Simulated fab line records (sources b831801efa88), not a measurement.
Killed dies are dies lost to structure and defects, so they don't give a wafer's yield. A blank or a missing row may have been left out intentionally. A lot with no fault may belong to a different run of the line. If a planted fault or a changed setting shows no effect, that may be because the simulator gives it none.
fab line records	flow sky130
record lots=7	wafers=21	last_day=50
route steps=708 shown GATE_OXIDE@187 PAD_OPEN@708
lots untouched by any fault: they come from a run of this same line in which no faults occurred
start_h: hours from the record's first day to the start of the lot's first wafer shown	wait_h: how many hours have passed since the lot's step before this one	" the same as in the row above	L1.1+2: a row that stands for several wafers	- no value, or no start was given	* or withheld: withheld	< > ~ a bound
route shown NAME@n: a module of which the file shows steps, and the number in the route of the first	usual: the fault-free wafers' mean and standard deviation	same: alike in all rows	chamber/n: place in a boat	sites: each site's reading	_std_site: standard deviation of those values	_edge_site: mean of outer sites minus mean of inner sites	radius_mm: how far each site lies from the wafer's centre	mask NAME#n: copy n	behind: tool/chamber where the wafer was last shaped	hold: why the lot went on hold/how many hours it stayed there/how the hold came to an end	device: the transistor (n, p or np) that didn't switch	end of line: at the end of the route, the tests of the same wafers	for a step that has no rows: nothing shown but its recipe	killed: the dies lost at the first sort to structure and to defects; this is not the yield of the wafer	map: a wafer's dies, x killed, . not, _ none there
set.NAME: the setting as run; set.NAME@STEP: as run at that earlier step	model.NAME: the simulator's own value behind a step, which no gauge read
lots seen at some steps along the route; tables by step, rows by wafer
services: when a tool's chamber went out of use (start_h, in hours from the record's first day, below 0 if earlier), for how many hours, and the reason
## steps
# step SKY_GATE_OXIDE_CLEAN_00
# recipe chemistry=SC1/SC2	mix=1:4:20	temp_c=70	time_s=150	dry=n2_spin
# step SKY_GATE_OXIDE_OXIDATION_01
# recipe temp_c=900	ambient=O2	stabilise_s=600	purge_s=300	target_thk_a=102.68	ox_time_s=1473
# step SKY_GATE_OXIDE_THK_MEAS_02
# recipe reads=SiO2_of_GATE_OXIDE_OXIDATION_01
# usual GATE_OXIDE_OXIDATION_00_THK=10.32/0.2
lot.wafer	tool	chamber	start_h	wait_h	GATE_OXIDE_OXIDATION_00_THK[nm]
L664.1	film_metro-04	-	351.80	0.0	10.33
L664.4	"	-	"	"	10.41
L664.6	"	-	"	"	10.27
L666.2	film_metro-03	-	371.95	0.0	10.45
L666.4	"	-	"	"	10.41
L666.6	"	-	"	"	10.60
L667.1	film_metro-04	-	376.29	0.0	10.49
L667.2	"	-	"	"	10.36
L667.4	"	-	"	"	10.36
L671.2	film_metro-04	-	408.42	0.0	10.18
L671.4	"	-	"	"	10.30
L671.5	"	-	"	"	10.41
L677.2	film_metro-02	-	456.52	0.0	10.05
L677.4	"	-	"	"	9.96
L677.6	"	-	"	"	10.22
L678.1	film_metro-02	-	462.23	0.0	10.26
L678.4	"	-	"	"	10.35
L678.5	"	-	"	"	10.49
L679.1	film_metro-02	-	472.04	0.0	10.06
L679.4	"	-	"	"	10.31
L679.6	"	-	"	"	10.24
# step SKY_GATE_OXIDE_DEHYDRATE_03
# recipe temp_c=200	time_s=60
# step SKY_GATE_OXIDE_HMDS_04
# recipe prime_time_s=60	prime_temp_c=120
# step SKY_GATE_OXIDE_COAT_05
# recipe resist=NOVOLAK	spin_rpm=3000	resist_thk_nm=1140
# step SKY_GATE_OXIDE_SOFTBAKE_06
# recipe temp_c=90	time_s=60	resist=NOVOLAK
# step SKY_GATE_OXIDE_EXPOSE_07
# recipe mask_id=LVOM	na=0.6	source_shape=conventional	sigma_outer=0.6	polarization=unpolarized	target_cd_nm=600	dose_mj=170
# step SKY_GATE_OXIDE_PEB_08
# recipe temp_c=withheld	time_s=*	resist=NOVOLAK
# step SKY_GATE_OXIDE_DEVELOP_09
# recipe resist=NOVOLAK	developer=TMAH	develop_time_s=60	dev_temp_c=23
# step SKY_GATE_OXIDE_OVL_MEAS_10
# usual GATE_OXIDE_OVL=0.1/1.7
lot.wafer	tool	chamber	start_h	wait_h	GATE_OXIDE_OVL[nm]
L664.1	overlay-01	-	379.59	0.1	-2.2
L664.4	"	-	"	"	-1.2
L664.6	"	-	"	"	0.9
L666.2	overlay-01	-	400.89	0.1	-0.4
L666.4	"	-	"	"	1.8
L666.6	"	-	"	"	2.4
L667.1	overlay-02	-	405.11	0.1	-2.3
L667.2	"	-	"	"	-0.7
L667.4	"	-	"	"	-1.5
L671.2	overlay-02	-	438.07	0.1	2.6
L671.4	"	-	"	"	1.8
L671.5	"	-	"	"	2.6
L677.2	overlay-02	-	487.69	0.1	0.3
L677.4	"	-	"	"	0.5
L677.6	"	-	"	"	-1.1
L678.1	overlay-01	-	492.69	0.1	-1.6
L678.4	"	-	"	"	-1.5
L678.5	"	-	"	"	-1.2
L679.1	overlay-02	-	503.15	0.1	3.6
L679.4	"	-	"	"	-1.2
L679.6	"	-	"	"	1.6
# step SKY_GATE_OXIDE_IMPLANT_11
# recipe species=B	energy_kev=10	dose_cm2=2.6e+12	tilt_deg=withheld
# step SKY_GATE_OXIDE_WET_ETCH_12
# recipe chemistry=dHF	target_depth_nm=16.8	dry=n2_spin	target=SiO2	dilution=100:1	temp_c=25	time_s=336
# usual bath_heat_duty_pct=6.0/0.72	run_length_s=364/4.1
lot.wafer	tool	chamber	start_h	wait_h	bath_heat_duty_pct	run_length_s	model.SiO2_of_FIELD_ISO_CVD_24.thk_nm
L664.1	wet_bench-04	2	379.77	0.1	6.3	363	364.1
L664.4	"	2	"	"	5.7	363	363.6
L664.6	"	2	"	"	6.2	363	364.5
L666.2	wet_bench-03	3	401.07	0.1	7.3	360	361.8
L666.4	"	3	"	"	6.3	360	362.8
L666.6	"	3	"	"	7.1	360	364.9
L667.1	wet_bench-04	2	405.29	0.1	6.2	362	365.5
L667.2	"	2	"	"	5.3	362	364.8
L667.4	"	2	"	"	5.6	362	363.7
L671.2	wet_bench-04	2	438.25	0.1	5.8	363	362.9
L671.4	"	2	"	"	6.6	363	363.2
L671.5	"	2	"	"	5.6	363	364
L677.2	wet_bench-01	2	487.87	0.1	-	-	384.1
L677.4	"	2	"	"	-	-	382.8
L677.6	"	2	"	"	-	-	382.4
L678.1	wet_bench-04	3	492.87	0.1	-	-	382.4
L678.4	"	3	"	"	-	-	383.4
L678.5	"	3	"	"	-	-	382.9
L679.1	wet_bench-04	2	503.34	0.1	-	-	382.4
L679.4	"	2	"	"	-	-	382.5
L679.6	"	2	"	"	-	-	383.5
# step SKY_GATE_OXIDE_STRIP_13
# recipe chemistry=O2/N2	power_w=1400	pressure_mtorr=1500	platen_temp_c=withheld	o2_flow_sccm=3000	n2_flow_sccm=300	overash_fraction=0.5
# usual drypump_motor_current_A=6.2/0.39	oes_product_au=0.716/0.0047	strip_time_to_endpoint_s=14.18/0.044
lot.wafer	tool	chamber	start_h	wait_h	drypump_motor_current_A	oes_product_au	rf_hours_counter_h	strip_time_to_endpoint_s
L664.1	plasma_asher-02	1	379.87	0.0	6.4	0.708	70	14.21
L664.4	"	0	"	"	6.6	0.721	-	14.27
L664.6	"	0	"	"	6.6	0.722	-	14.20
L666.2	plasma_asher-01	0	401.17	0.0	5.4	0.717	57	14.20
L666.4	"	1	"	"	6.6	0.708	-	14.22
L666.6	"	0	"	"	5.4	0.708	-	14.16
L667.1	plasma_asher-02	1	405.39	0.0	6.4	0.712	72	14.15
L667.2	"	0	"	"	6.6	0.723	72	14.14
L667.4	"	1	"	"	6.4	0.721	-	14.13
L671.2	plasma_asher-03	0	438.36	0.0	5.9	0.721	1	14.15
L671.4	"	0	"	"	6.0	0.714	-	14.18
L671.5	"	1	"	"	6.4	0.715	-	14.17
L677.2	plasma_asher-03	1	487.97	0.0	6.4	0.706	6	14.19
L677.4	"	1	"	"	6.4	0.719	-	14.17
L677.6	"	1	"	"	6.4	0.711	-	14.16
L678.1	plasma_asher-01	0	492.97	0.0	5.4	0.718	66	14.22
L678.4	"	0	"	"	5.4	0.709	-	14.26
L678.5	"	0	"	"	5.4	0.715	-	14.22
L679.1	plasma_asher-01	0	503.44	0.0	5.4	0.715	67	14.22
L679.4	"	0	"	"	5.4	0.713	-	14.21
L679.6	"	0	"	"	5.4	0.719	-	14.22
# step SKY_GATE_OXIDE_TW_MEAS_14
# usual GATE_OXIDE_TW=223.0/1.1
lot.wafer	tool	chamber	start_h	wait_h	GATE_OXIDE_TW
L664.1	film_metro-02	-	379.97	0.1	223.2
L664.4	"	-	"	"	222.5
L664.6	"	-	"	"	223.1
L666.2	film_metro-02	-	401.28	0.1	222.8
L666.4	"	-	"	"	222.8
L666.6	"	-	"	"	223.0
L667.1	film_metro-03	-	405.49	0.1	222.9
L667.2	"	-	"	"	224.0
L667.4	"	-	"	"	224.7
L671.2	film_metro-02	-	438.47	0.1	222.7
L671.4	"	-	"	"	223.0
L671.5	"	-	"	"	221.9
L677.2	film_metro-02	-	488.08	0.1	224.1
L677.4	"	-	"	"	222.6
L677.6	"	-	"	"	222.2
L678.1	film_metro-04	-	493.07	0.1	222.3
L678.4	"	-	"	"	222.6
L678.5	"	-	"	"	222.5
L679.1	film_metro-02	-	503.54	0.1	222.5
L679.4	"	-	"	"	224.0
L679.6	"	-	"	"	222.8
# step SKY_GATE_OXIDE_CLEAN_15
# recipe chemistry=SC1/SC2	mix=1:4:20	temp_c=70	time_s=150	dry=n2_spin
lot.wafer	tool	chamber	start_h	wait_h	model.SiO2_of_FIELD_ISO_CVD_24.thk_nm
L664.1	wet_bench-03	0	380.03	0.1	363.4
L664.4	"	0	"	"	362.9
L664.6	"	0	"	"	363.9
L666.2	wet_bench-01	2	401.33	0.0	361.2
L666.4	"	2	"	"	362.2
L666.6	"	2	"	"	364.3
L667.1	wet_bench-03	0	405.55	0.1	364.8
L667.2	"	0	"	"	364.2
L667.4	"	0	"	"	363
L671.2	wet_bench-01	1	438.52	0.0	362.2
L671.4	"	1	"	"	362.5
L671.5	"	1	"	"	363.3
L677.2	wet_bench-03	3	488.13	0.0	383.4
L677.4	"	3	"	"	382.1
L677.6	"	3	"	"	381.7
L678.1	wet_bench-01	0	493.13	0.1	381.7
L678.4	"	0	"	"	382.7
L678.5	"	0	"	"	382.2
L679.1+4	wet_bench-01	2	503.60	0.1	381.8
L679.6	"	2	"	"	382.8
# step SKY_GATE_OXIDE_OXIDATION_16
# recipe temp_c=800	ambient=O2	idle_temp_c=700	ramp_up_c_per_min=10	ramp_down_c_per_min=3	stabilise_s=600	purge_s=300	target_thk_a=35.7	ox_time_s=1915
# step SKY_PAD_OPEN_PROBE_99
# usual killed_at_M0_to_M3=42/6.9	killed_at_M4_up=3.2/1.7	killed_at_contacts=23/5.5	killed_at_front_end=16/4	killed_at_other=0.4/0.55	killed_dies=85/9.2	killed_on_rim=16/3.5	killed_open=46/6.8	killed_short=38/6.2
# same gross_dies=492	killed_at_back_side=0
lot.wafer	tool	chamber	start_h	wait_h	hold	killed_at_M0_to_M3	killed_at_M4_up	killed_at_contacts	killed_at_front_end	killed_at_other	killed_dies	killed_on_rim	killed_open	killed_short
L664.1	prober-01	-	1129.17	0.1	-	45	2	25	9	0	81	14	48	33
L664.4	prober-01	-	1129.32	0.2	-	36	6	24	20	0	86	16	55	31
L664.6	prober-01	-	1129.42	0.2	-	46	4	20	10	0	80	13	42	38
L666.2	prober-01	-	1142.78	0.1	-	36	0	25	13	0	74	17	40	34
L666.4	prober-01	-	1142.88	0.2	-	30	3	22	14	1	70	14	39	31
L666.6	prober-01	-	1142.98	0.2	-	42	2	17	12	1	74	10	45	29
L667.1	prober-01	-	1144.56	0.1	-	35	2	22	10	0	69	14	38	31
L667.2	prober-01	-	1144.61	0.1	-	39	3	20	16	1	79	16	47	31
L667.4	prober-01	-	1144.71	0.2	-	48	3	25	15	1	92	18	57	35
L671.2	prober-01	-	1163.36	0.1	-	31	5	29	15	0	80	14	47	33
L671.4	prober-01	-	1163.46	0.2	-	49	6	27	21	0	103	21	61	42
L671.5	prober-01	-	1163.51	0.2	-	41	2	28	15	0	86	11	43	43
L677.2	prober-01	-	1190.18	0.1	await_dispo/3.3h/scrap	39	3	20	430	0	492	96	50	26
L677.4	prober-01	-	1190.28	0.2	await_dispo/3.3h/scrap	34	5	21	431	1	492	96	39	34
L677.6	prober-01	-	1190.38	0.2	await_dispo/3.3h/scrap	41	4	24	423	0	492	96	54	41
L678.1	prober-02	-	1191.88	0.1	await_dispo/2.8h/scrap	45	0	18	429	0	492	96	43	40
L678.4	prober-02	-	1192.03	0.2	await_dispo/2.8h/scrap	49	1	23	419	0	492	96	50	38
L678.5	prober-02	-	1192.08	0.2	await_dispo/2.8h/scrap	47	2	26	417	0	492	96	47	43
L679.1	prober-01	-	1200.66	0.1	await_dispo/3.1h/scrap	36	2	20	434	0	492	96	40	36
L679.4	prober-01	-	1200.81	0.2	await_dispo/3.1h/scrap	33	1	35	422	1	492	96	51	36
L679.6	prober-01	-	1200.91	0.2	await_dispo/3.1h/scrap	41	1	18	431	1	492	96	44	35
# killed by level:class
L664.1 LI_CONTACT:geometric_particle:open=9 VIA1:geometric_particle:open=9 VIA2:geometric_particle:open=9 CONTACT:geometric_particle:open=8 METAL2:geometric_particle:short=7 VIA3:geometric_particle:open=5 METAL1:geometric_particle:short=4 FIELD_ISO:geometric_particle:open=3
L664.4 VIA2:geometric_particle:open=10 CONTACT:geometric_particle:open=10 VIA1:geometric_particle:open=9 POLY_GATE:geometric_particle:open=6 FIELD_ISO:geometric_particle:open=5 VIA3:geometric_particle:open=5 METAL4:geometric_particle:short=5 LI_CONTACT:geometric_particle:open=4
L664.6 VIA2:geometric_particle:open=11 CONTACT:geometric_particle:open=10 METAL2:geometric_particle:short=7 VIA2:geometric_particle:short=6 VIA3:geometric_particle:open=6 POLY_GATE:geometric_particle:short=5 VIA1:geometric_particle:open=5 VIA3:geometric_particle:short=5
L666.2 VIA1:geometric_particle:open=9 CONTACT:geometric_particle:short=7 CONTACT:geometric_particle:open=7 VIA3:geometric_particle:open=7 FIELD_ISO:geometric_particle:short=5 LI_CONTACT:geometric_particle:short=5 LI_CONTACT:geometric_particle:open=4 METAL2:geometric_particle:short=4
L666.4 CONTACT:geometric_particle:open=10 VIA1:geometric_particle:open=7 VIA3:geometric_particle:open=6 LI_CONTACT:geometric_particle:short=5 VIA2:geometric_particle:open=5 LOCAL_INTERCONNECT:geometric_particle:short=4 METAL1:geometric_particle:short=4 FIELD_ISO:geometric_particle:open=3
L666.6 VIA1:geometric_particle:open=12 VIA3:geometric_particle:open=11 CONTACT:geometric_particle:open=7 FIELD_ISO:geometric_particle:open=5 LI_CONTACT:geometric_particle:short=5 METAL2:geometric_particle:short=5 LI_CONTACT:geometric_particle:open=3 METAL1:geometric_particle:short=3
L667.1 VIA1:geometric_particle:open=12 CONTACT:geometric_particle:open=8 CONTACT:geometric_particle:short=5 METAL2:geometric_particle:short=4 METAL1:geometric_particle:short=3 LOCAL_INTERCONNECT:geometric_particle:open=3 VIA1:geometric_particle:short=3 VIA2:geometric_particle:open=3
L667.2 VIA1:geometric_particle:open=15 CONTACT:geometric_particle:open=8 VIA1:geometric_particle:short=5 VIA3:geometric_particle:open=5 FIELD_ISO:geometric_particle:short=4 LI_CONTACT:geometric_particle:open=4 LOCAL_INTERCONNECT:geometric_particle:short=4 VIA2:geometric_particle:open=4
L667.4 VIA1:geometric_particle:open=17 LI_CONTACT:geometric_particle:open=9 CONTACT:geometric_particle:open=9 VIA1:geometric_particle:short=8 FIELD_ISO:geometric_particle:short=6 VIA3:geometric_particle:open=5 VIA2:geometric_particle:open=5 METAL2:geometric_particle:short=4
L671.2 LI_CONTACT:geometric_particle:open=8 VIA2:geometric_particle:open=8 CONTACT:geometric_particle:open=7 POLY_GATE:geometric_particle:short=6 VIA1:geometric_particle:open=6 VIA3:geometric_particle:open=5 LOCAL_INTERCONNECT:geometric_particle:short=5 LI_CONTACT:geometric_particle:short=4
L671.4 CONTACT:geometric_particle:open=12 VIA2:geometric_particle:open=9 FIELD_ISO:geometric_particle:open=8 VIA1:geometric_particle:open=8 METAL2:geometric_particle:short=8 VIA3:geometric_particle:open=7 LI_CONTACT:geometric_particle:open=7 CONTACT:geometric_particle:short=5
L671.5 CONTACT:geometric_particle:open=11 METAL1:geometric_particle:short=7 VIA2:geometric_particle:open=7 LOCAL_INTERCONNECT:geometric_particle:short=6 VIA1:geometric_particle:open=6 POLY_GATE:geometric_particle:short=5 CONTACT:geometric_particle:short=5 VIA1:geometric_particle:short=5
L677.2 GATE_OXIDE:area_etch=416 CONTACT:geometric_particle:open=10 VIA3:geometric_particle:open=10 LI_CONTACT:geometric_particle:open=7 VIA2:geometric_particle:open=7 VIA1:geometric_particle:open=6 METAL1:geometric_particle:short=5 SPACER:geometric_particle:open=4
L677.4 GATE_OXIDE:area_etch=419 CONTACT:geometric_particle:open=12 VIA3:geometric_particle:open=7 VIA2:geometric_particle:open=6 METAL2:geometric_particle:short=6 FIELD_ISO:geometric_particle:short=5 VIA2:geometric_particle:short=5 VIA1:geometric_particle:short=4
L677.6 GATE_OXIDE:area_etch=397 VIA1:geometric_particle:open=12 CONTACT:geometric_particle:open=9 LI_CONTACT:geometric_particle:open=8 FIELD_ISO:geometric_particle:open=7 POLY_GATE:geometric_particle:open=7 METAL2:geometric_particle:short=7 FIELD_ISO:geometric_particle:short=5
L678.1 GATE_OXIDE:area_etch=409 VIA3:geometric_particle:open=11 VIA1:geometric_particle:open=9 CONTACT:geometric_particle:open=7 POLY_GATE:geometric_particle:short=7 VIA1:geometric_particle:short=6 FIELD_ISO:geometric_particle:short=5 LI_CONTACT:geometric_particle:open=5
L678.4 GATE_OXIDE:area_etch=404 VIA1:geometric_particle:open=12 VIA3:geometric_particle:open=8 CONTACT:geometric_particle:open=7 METAL2:geometric_particle:short=7 VIA2:geometric_particle:open=7 CONTACT:geometric_particle:short=6 LI_CONTACT:geometric_particle:open=4
L678.5 GATE_OXIDE:area_etch=402 VIA1:geometric_particle:open=14 CONTACT:geometric_particle:open=10 VIA1:geometric_particle:short=8 VIA3:geometric_particle:open=7 CONTACT:geometric_particle:short=6 FIELD_ISO:geometric_particle:short=5 LOCAL_INTERCONNECT:geometric_particle:short=4
L679.1 GATE_OXIDE:area_etch=416 VIA1:geometric_particle:open=12 CONTACT:geometric_particle:open=8 FIELD_ISO:geometric_particle:open=6 FIELD_ISO:geometric_particle:short=6 LOCAL_INTERCONNECT:geometric_particle:short=5 METAL1:geometric_particle:short=4 POLY_GATE:geometric_particle:short=4
L679.4 GATE_OXIDE:area_etch=403 LI_CONTACT:geometric_particle:open=11 CONTACT:geometric_particle:open=11 LOCAL_INTERCONNECT:geometric_particle:short=8 FIELD_ISO:geometric_particle:open=6 VIA3:geometric_particle:open=6 VIA1:geometric_particle:short=6 VIA2:geometric_particle:open=5
L679.6 GATE_OXIDE:area_etch=413 CONTACT:geometric_particle:open=9 METAL1:geometric_particle:short=6 VIA1:geometric_particle:open=6 VIA2:geometric_particle:open=6 VIA3:geometric_particle:open=6 POLY_GATE:geometric_particle:open=5 METAL2:geometric_particle:short=5
# map L677.2 (x killed, . not)
__________xxxxxxxxxx_________
________xxxxxxxxxxxxxx_______
______xxxxxxxxxxxxxxxxxx_____
_____xxxxxxxxxxxxxxxxxxxx____
____xxxxxxxxxxxxxxxxxxxxxx___
___xxxxxxxxxxxxxxxxxxxxxxxx__
__xxxxxxxxxxxxxxxxxxxxxxxxxx_
_xxxxxxxxxxxxxxxxxxxxxxxxxxxx
_xxxxxxxxxxxxxxxxxxxxxxxxxxxx
_xxxxxxxxxxxxxxxxxxxxxxxxxxxx
_xxxxxxxxxxxxxxxxxxxxxxxxxxxx
_xxxxxxxxxxxxxxxxxxxxxxxxxxxx
_xxxxxxxxxxxxxxxxxxxxxxxxxxxx
_xxxxxxxxxxxxxxxxxxxxxxxxxxxx
_xxxxxxxxxxxxxxxxxxxxxxxxxxxx
__xxxxxxxxxxxxxxxxxxxxxxxxxx_
___xxxxxxxxxxxxxxxxxxxxxxxx__
____xxxxxxxxxxxxxxxxxxxxxx___
_____xxxxxxxxxxxxxxxxxxxx____
______xxxxxxxxxxxxxxxxxx_____
________xxxxxxxxxxxxxx_______
__________xxxxxxxxxx_________
# map L678.1 (x killed, . not)
__________xxxxxxxxxx_________
________xxxxxxxxxxxxxx_______
______xxxxxxxxxxxxxxxxxx_____
_____xxxxxxxxxxxxxxxxxxxx____
____xxxxxxxxxxxxxxxxxxxxxx___
___xxxxxxxxxxxxxxxxxxxxxxxx__
__xxxxxxxxxxxxxxxxxxxxxxxxxx_
_xxxxxxxxxxxxxxxxxxxxxxxxxxxx
_xxxxxxxxxxxxxxxxxxxxxxxxxxxx
_xxxxxxxxxxxxxxxxxxxxxxxxxxxx
_xxxxxxxxxxxxxxxxxxxxxxxxxxxx
_xxxxxxxxxxxxxxxxxxxxxxxxxxxx
_xxxxxxxxxxxxxxxxxxxxxxxxxxxx
_xxxxxxxxxxxxxxxxxxxxxxxxxxxx
_xxxxxxxxxxxxxxxxxxxxxxxxxxxx
__xxxxxxxxxxxxxxxxxxxxxxxxxx_
___xxxxxxxxxxxxxxxxxxxxxxxx__
____xxxxxxxxxxxxxxxxxxxxxx___
_____xxxxxxxxxxxxxxxxxxxx____
______xxxxxxxxxxxxxxxxxx_____
________xxxxxxxxxxxxxx_______
__________xxxxxxxxxx_________
## services
tool	chamber	start_h	hours	kind
plasma_asher-01	-	361.38	2.8	pm
wet_bench-03	-	374.61	2.5	repair
wet_bench-01	-	397.78	1.9	pm
plasma_asher-03	-	421.25	9.0	pm
plasma_asher-03	0	421.25	9.0	vent_cycle
plasma_asher-03	1	421.25	9.0	vent_cycle
plasma_asher-03	0	430.25	-	clean
plasma_asher-03	1	430.25	-	clean
plasma_asher-02	-	458.54	0.5	repair
plasma_asher-02	-	477.86	2.8	pm
plasma_asher-03	-	495.84	2.8	pm
## key
first_sign step=SKY_GATE_OXIDE_WET_ETCH_12	reading=tool_record	direction=missing
effect step=SKY_PAD_OPEN_PROBE_99	reading=killed_at_front_end	direction=up	sigmas=99+	usual=16	struck=426
model_effect step=SKY_GATE_OXIDE_WET_ETCH_12	value=SiO2_of_FIELD_ISO_CVD_24.thk_nm	without=364.3	struck=382.9
model_effect step=SKY_GATE_OXIDE_CLEAN_15	value=SiO2_of_FIELD_ISO_CVD_24.thk_nm	without=363.6	struck=382.3
more_kills_born_at SKY_GATE_OXIDE_WET_ETCH_12@wet_bench-04=2447	SKY_GATE_OXIDE_WET_ETCH_12@wet_bench-01=1232
met_at SKY_GATE_OXIDE_WET_ETCH_12
struck_wafers L677.2,L677.4,L677.6,L678.1,L678.4,L678.5,L679.1,L679.4,L679.6
later_rows_left_out L677.2,L677.4,L677.6,L678.1,L678.4,L678.5,L679.1,L679.4,L679.6
tester_left_out L677,L678,L679
onset_between 438.25 487.87
fault kind=skipped_step_whole	tool=wet_bench-01,wet_bench-04	chamber=-	onset_h=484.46	steps=SKY_GATE_OXIDE_WET_ETCH_12	scope=struck_lots_only
# tester_left_out: of these lots the tester's yield and bins aren't shown, on N5 and GAA mostly nor the transistor test; their killed dies are dies lost to structure and defects alone, not to doping, threshold or leakage, so they don't give the yield
# later_rows_left_out: the simulator's readings of these wafers behind a module that went badly wrong aren't trusted and aren't shown, but for the sort
